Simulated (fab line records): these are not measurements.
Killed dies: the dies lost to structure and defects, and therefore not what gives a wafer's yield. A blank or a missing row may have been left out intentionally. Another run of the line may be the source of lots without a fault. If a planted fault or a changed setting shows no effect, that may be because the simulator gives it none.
Which tool was responsible? | flow gf180mcu | 13 lots with 39 wafers sampled at 2 steps, on a route of 602 steps

== WHAT THE GAUGES SHOWED, per wafer ==
GF_VT_IMPLANT_RS_MEAS_47: measurement is done with a four-point probe.
lot  | measured     | on            | NWELL_RS (ohm/sq)
L614 | day 8 00:46  | film-metro-04 | 487.8 487.1 486.8
L615 | day 8 01:18  | film-metro-01 | 489.3 489.3 488.6
L616 | day 8 09:21  | film-metro-04 | 485.8 484.8 485.3
L617 | day 8 15:43  | film-metro-04 | 486.8 486.7 487.3
L618 | day 8 19:39  | film-metro-01 | 487.8 486.9 488.8
L619 | day 8 23:35  | film-metro-02 | 485.9 485.2 486.8
L622 | day 9 22:13  | film-metro-02 | 488.7 486.4 488.0
L627 | day 11 10:08 | film-metro-02 | 537.4 538.1 537.1
L628 | day 11 15:17 | film-metro-01 | 542.2 540.6 539.9
L631 | day 12 06:03 | film-metro-01 | 488.0 489.4 489.3
L633 | day 12 23:28 | film-metro-01 | 490.4 489.8 490.2
L634 | day 13 05:18 | film-metro-02 | 488.2 487.8 489.0
L635 | day 13 12:27 | film-metro-04 | 486.1 486.6 485.8

== WHAT TOOL EACH LOT RAN ON (gives the tool, then ch and the chambers of the sampled wafers, and finally the start) ==
lot  | GF_NWELL_IMPLANT_09
L614 | implanter-01 ch 0, day 3 16:28
L615 | implanter-02 ch 0, day 3 16:30
L616 | implanter-02 ch 0, day 4 00:17
L617 | implanter-02 ch 0, day 4 06:08
L618 | implanter-02 ch 0, day 4 08:24
L619 | implanter-01 ch 0, day 4 11:57
L622 | implanter-02 ch 0, day 5 05:28
L627 | implanter-02 ch 0, day 6 10:58
L628 | implanter-02 ch 0, day 6 16:04
L631 | implanter-01 ch 0, day 7 04:21
L633 | implanter-04 ch 0, day 7 15:26
L634 | implanter-01 ch 0, day 7 21:01
L635 | implanter-01 ch 0, day 8 01:54
- GF_NWELL_IMPLANT_09

== WHAT THE TOOLS THEMSELVES READ (means of the sampled wafers that have a number; where no wafer has one, the mark that the record gives instead) ==
GF_NWELL_IMPLANT_09.
lot  | tool         | dose-ions-cm2 | faraday-current-uA
L614 | implanter-01 | 4e+12         | 22.2
L615 | implanter-02 | 4e+12         | 22.7
L616 | implanter-02 | 4e+12         | 22.3
L617 | implanter-02 | 4e+12         | 22.5
L618 | implanter-02 | 4e+12         | 22.2
L619 | implanter-01 | 4e+12         | 23.2
L622 | implanter-02 | 4e+12         | 22.4
L627 | implanter-02 | 2e+12         | 9.6
L628 | implanter-02 | 2e+12         | 9.6
L631 | implanter-01 | 4e+12         | 22.8
L633 | implanter-04 | 4e+12         | 22.5
L634 | implanter-01 | 4e+12         | 22.6
L635 | implanter-01 | 4e+12         | 22.7

== THE ANSWER, worked out from the rows above alone ==
Rule: usual is defined by the lots themselves. Put in order of their means at a reading, lots are off if they are a third of the lots or fewer, leave a main group of 4 or more, and stand apart from it by a gap of 3 or more times the standard deviation of the main group's means; of several such gaps the widest counts. A main group is skipped when, at the precision printed for the reading in the tables above, its means are all equal. A lot without any number at a reading at which 4 lots or more have one is off too. The other lots that the step has rows for count as sound. The gauges are gone through in route order, then the tools' own readings, and for those a lot's mean is taken as printed above. At the first step where some lot is off, the reading lying furthest off is the one used; lots without a number count as furthest.
Off: L627, L628, seen at GF_VT_IMPLANT_RS_MEAS_47 (NWELL_RS). Mean 487.6 ohm/sq and standard deviation 1.4 in the main group.
If a tool, at a process step before that reading, ran all the lots that are off and no sound lot after the first of them, it fits. The gauges at GF_VT_IMPLANT_RS_MEAS_47 aren't tried: what is off there is off at GF_NWELL_IMPLANT_09 too, on other tools, and a gauge's error can't cause that. One fits: implanter-02 at GF_NWELL_IMPLANT_09. Its last sound lot is L622 (day 5 05:28), its first lot that is off L627 (day 6 10:58): a fault that began between those two fits.
The tool's own readings at GF_NWELL_IMPLANT_09 bear it out: on the lots that are off they differ by more than 5 times the standard deviation of the sound lots' means. dose-ions-cm2 reads 2e+12 there against 4e+12 on the sound lots; faraday-current-uA reads 9.6 there against 22.6 on the sound lots.

== WHAT THE SIMULATOR HAD INSERTED ==
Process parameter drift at GF_NWELL_IMPLANT_09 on implanter-02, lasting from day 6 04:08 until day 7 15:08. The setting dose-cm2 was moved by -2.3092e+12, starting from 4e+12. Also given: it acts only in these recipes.
Shown lots that were struck: L627, L628. Same finding as the rule above.
